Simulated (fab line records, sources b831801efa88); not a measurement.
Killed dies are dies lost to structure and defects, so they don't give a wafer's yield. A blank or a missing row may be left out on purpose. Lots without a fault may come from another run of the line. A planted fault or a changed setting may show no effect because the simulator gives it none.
Which tool did it? | flow sky130 | 12 lots, 36 wafers sampled, at 1 step of a route of 708

WHAT THE GAUGES READ, wafer by wafer
SKY_FIELD_ISO_THK_MEAS_23.
lot  | measured    | on            | FIELD_ISO_OXIDATION_01_THK (nm)
L075 | day 2 14:39 | film_metro-01 | 9.53 9.88 9.75
L077 | day 2 21:38 | film_metro-02 | 9.67 9.61 9.72
L080 | day 3 17:58 | film_metro-02 | 10.34 10.14 10.23
L081 | day 4 01:30 | film_metro-03 | 10.12 10.22 10.09
L083 | day 4 05:25 | film_metro-01 | 9.78 9.72 9.74
L085 | day 4 14:50 | film_metro-03 | 10.06 10.00 9.89
L087 | day 5 03:26 | film_metro-02 | 10.14 10.25 10.13
L089 | day 5 12:56 | film_metro-03 | 9.73 9.76 9.70
L091 | day 6 00:03 | film_metro-01 | 10.05 9.95 9.89
L093 | day 6 11:23 | film_metro-02 | 10.25 10.51 10.34
L095 | day 6 21:35 | film_metro-01 | 9.87 9.92 9.76
L097 | day 7 06:30 | film_metro-03 | 9.95 9.85 9.96

WHICH TOOL RAN EACH LOT (tool, then ch and the chambers of the sampled wafers, then the start)
The record holds no process step before these readings.

THE ANSWER, worked out from the rows above alone
Rule: what is usual is taken from the lots themselves. Put in order of their means at a reading, lots are off if they are a third of the lots or fewer, leave a main group of 4 or more, and stand apart from it by a gap of 3 or more times the standard deviation of the main group's means; of several such gaps the widest counts. A main group whose means are all the same, to the digits that the tables above print for the reading, isn't used. A lot without any number at a reading at which 4 lots or more have one is off too. The other lots that the step has rows for count as sound.
No lot is off at any reading shown: from this, nothing can be told.

WHAT THE SIMULATOR HAD PUT IN
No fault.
